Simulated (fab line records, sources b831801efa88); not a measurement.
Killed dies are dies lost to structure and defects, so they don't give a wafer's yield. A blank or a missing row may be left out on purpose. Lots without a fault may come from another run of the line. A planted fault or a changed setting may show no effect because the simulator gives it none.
One fault seen from 2 desks | flow sky130 | each desk has only its own numbers; what lay behind them comes last

THE METROLOGY DESK
What the gauges read, lot by lot, whatever tool the lot ran on: means of the sampled wafers that have a number. A lot is out of limits, marked OUT, if its mean lies more than 4 standard deviations from the usual mean; the brackets give that distance.
Columns: A = NWELL_01_OVL at SKY_NWELL_OVL_MEAS_23, usual 0.0 nm; B = VT_ADJUST_HVTR_TW at SKY_VT_ADJUST_HVTR_TW_MEAS_11, usual 212.3
lot  | first seen here | A    | B
L546 | day 5 11:55     | 0.0  | 213.9
L547 | day 5 18:23     | -1.1 | 213.7
L552 | day 6 19:55     | -1.9 | 213.2
L560 | day 9 00:43     | -0.3 | 210.8
L561 | day 9 05:22     | 1.5  | 213.7
L562 | day 9 13:40     | 0.5  | 212.6
L563 | day 9 18:16     | -0.3 | 214.0
L564 | day 10 00:14    | -1.3 | 210.9
L565 | day 10 10:10    | 0.9  | 213.6
L566 | day 10 17:10    | -0.2 | 211.6
L567 | day 10 17:40    | -0.1 | 211.3
L568 | day 11 02:25    | 0.6  | 212.6
This desk's finding: nothing out of limits on any of the 12 lots.

THE TOOL OWNER'S DESK: lpcvd-03
The tool's own readings at SKY_SONOS_ONO_CVD_04 (deposits SiO2 from SiH4/N2O, target thk 5.7199 nm): means of the sampled wafers that have a number, for each lot that ran on this tool. A lot is out of limits, marked OUT, if its mean lies more than 4 standard deviations from the usual mean; the brackets give that distance.
Columns: A = spike_tc_bottom_C at SKY_SONOS_ONO_CVD_04, usual 916.0 C; B = spike_tc_centre_C at SKY_SONOS_ONO_CVD_04, usual 901.1 C; C = spike_tc_lower_C at SKY_SONOS_ONO_CVD_04, usual 901.4 C; D = zone_power_bottom_pct at SKY_SONOS_ONO_CVD_04, usual 31 %; E = zone_power_centre_pct at SKY_SONOS_ONO_CVD_04, usual 18.2 %; F = zone_power_lower_pct at SKY_SONOS_ONO_CVD_04, usual 18.1 %; G = zone_power_upper_pct at SKY_SONOS_ONO_CVD_04, usual 17.1 %
lot  | first seen here | A                | B                | C               | D  | E             | F              | G
L546 | day 11 12:37    | 914.4            | 900.1            | 899.6           | 28 | 17.5          | 18.8           | 16.8
L547 | day 12 01:38    | 914.7            | 900.0            | 900.5           | 27 | 17.6          | 18.8           | 16.9
L552 | day 13 12:39    | 905.9 (-8.4) OUT | 893.0 (-6.7) OUT | 960.9 (+46) OUT | 18 | 7.5 (-18) OUT | 43.9 (+33) OUT | 18.2
L560 | day 16 07:47    | 917.2            | 901.8            | 902.2           | 36 | 18.7          | 17.3           | 17.4
L561 | day 16 13:17    | 917.5            | 902.2            | 902.4           | 36 | 18.5          | 17.4           | 17.6
L562 | day 16 23:01    | 914.9            | 900.4            | 901.6           | 27 | 17.7          | 18.7           | 16.9
L563 | day 17 04:53    | 914.6            | 900.3            | 901.3           | 27 | 17.7          | 18.7           | 16.9
L564 | day 17 15:43    | 915.0            | 900.4            | 901.0           | 27 | 17.7          | 18.9           | 16.8
L565 | day 18 06:40    | 918.0            | 902.3            | 902.5           | 36 | 18.8          | 17.2           | 17.4
L566 | day 18 12:10    | 915.6            | 899.8            | 900.6           | 27 | 17.8          | 18.8           | 16.6
L567 | day 18 13:25    | 916.2            | 901.7            | 901.6           | 36 | 18.8          | 17.3           | 17.6
L568 | day 19 00:43    | 915.1            | 900.3            | 900.9           | 27 | 17.5          | 18.7           | 16.9
This desk's finding: out of limits on L552; first on L552, day 13 12:39 (spike_tc_bottom_C at SKY_SONOS_ONO_CVD_04). In limits: L546, L547, L560, L561, L562, L563, L564, L565, L566, L567, L568.

PUT TOGETHER
The tool owner's desk could have raised an alarm at day 13 12:39, on L552.
The metrology desk saw nothing out of limits.
The metrology desk has L552 on record, within its limits.
Of the lots named, all ran SKY_SONOS_ONO_CVD_04 on lpcvd-03.

WHAT THE SIMULATOR HAD PUT IN
Process parameter drift: lpcvd-03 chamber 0, from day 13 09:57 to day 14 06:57, at SKY_SONOS_ONO_CVD_04. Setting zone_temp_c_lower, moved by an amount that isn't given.
Lots struck among those shown: L552.
Hours from the fault's start to each desk's first reading out of limits: the tool owner's desk, 3.
